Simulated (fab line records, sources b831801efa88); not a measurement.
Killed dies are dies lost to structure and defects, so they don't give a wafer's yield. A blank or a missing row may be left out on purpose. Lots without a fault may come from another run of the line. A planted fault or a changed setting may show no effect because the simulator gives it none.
A struck lot beside a sound one | flow gf180mcu | 15 steps out of a route of 602
Sound: wafers L461.1, L461.2, L461.6. Struck: wafers L469.1, L469.3, L469.5. The cause comes at the end.
At each step with rows: each side's tool, then ch and its chambers, then its first start. Under that, the readings that differ: sound wafers | struck wafers | difference of the means | sigmas: that difference in standard deviations of wafers without a fault.
alike: readings whose means differ by less than 2 such deviations, and words and numbers that are the same on both sides. not compared: withheld readings, readings that some wafer has no value for, bounds like >300 that may hide the same value, and numbers for which the record gives no deviation and whose values overlap.
The two part at a step that has a row with sigmas, a row that says differs or no value, or rows on one side only. Numbers that don't overlap but have no deviation are shown without sigmas and don't part them. A reading that every wafer of one side lacks parts them only if that side has two wafers or more.

GF_HV_LDD_STRIP_10: strips in O2/N2.
  sound on plasma_asher-04 ch 0,1, day 10 22:52; struck on plasma_asher-01 ch 0,1, day 13 15:11
  alike: drypump_motor_current_A, heater_power_w, oes_product_au, strip_time_to_endpoint_s
  not compared: rf_hours_counter_h
GF_HV_LDD_TW_MEAS_11:
  sound on film_metro-01, day 10 22:58; struck on film_metro-02, day 13 15:17
  alike: HV_LDD_TW
then, 7 steps without rows for these wafers: GF_HV_LDD_DEHYDRATE_12 (time 60 s); GF_HV_LDD_HMDS_13 (prime time 60 s); GF_HV_LDD_COAT_14 (resist thk 1000 nm); GF_HV_LDD_SOFTBAKE_15 (time 60 s); GF_HV_LDD_EXPOSE_16 (exposes mask Pplus LV AREA, target cd 400 nm); GF_HV_LDD_PEB_17; GF_HV_LDD_DEVELOP_18 (develop time 60 s).
GF_HV_LDD_CD_MEAS_19: target cd 400 nm.
  sound on cd_sem-02, day 11 17:28; struck on cd_sem-02, day 14 11:07
  alike: cd_nm
GF_HV_LDD_OVL_MEAS_20:
  sound on overlay-02, day 11 17:35; struck on overlay-02, day 14 11:14
  alike: HV_LDD_01_OVL
then, 1 step without rows for these wafers: GF_HV_LDD_IMPLANT_21.
GF_HV_LDD_STRIP_22: strips in O2/N2.
  sound on plasma_asher-01 ch 0,1, day 11 17:46; struck on plasma_asher-01 ch 0,1, day 14 11:26
  reading                      | sound             | struck            | difference                    | sigmas
  oes_product_au (a.u.)        | 0.721 0.713 0.713 | 0.902 0.910 0.896 | +0.187                        | +46
  strip_time_to_endpoint_s (s) | 12.65 12.63 12.62 | - - -             | no value on the struck wafers |
  alike: drypump_motor_current_A, heater_power_w
  not compared: rf_hours_counter_h
GF_HV_LDD_TW_MEAS_23:
  sound on film_metro-02, day 11 17:52; struck on film_metro-03, day 14 11:32
  alike: HV_LDD_2_TW
-- the record jumps here: 18 days lie between the struck wafers' starts before and after (it left off in module HV_LDD and takes up again in module PASSIVATION, whose first step shown is number 602 of the route) --
GF_PASSIVATION_PROBE_99:
  the record has rows for the struck wafers here (prober-02, day 32 09:28) and none for the sound ones

WHERE THEY PART
First at GF_HV_LDD_STRIP_22; last, within this record, at GF_PASSIVATION_PROBE_99.

WHY: what the simulator had put in
Strip aborted: plasma_asher-01, from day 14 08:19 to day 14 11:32, at GF_HV_LDD_STRIP_22. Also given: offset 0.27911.
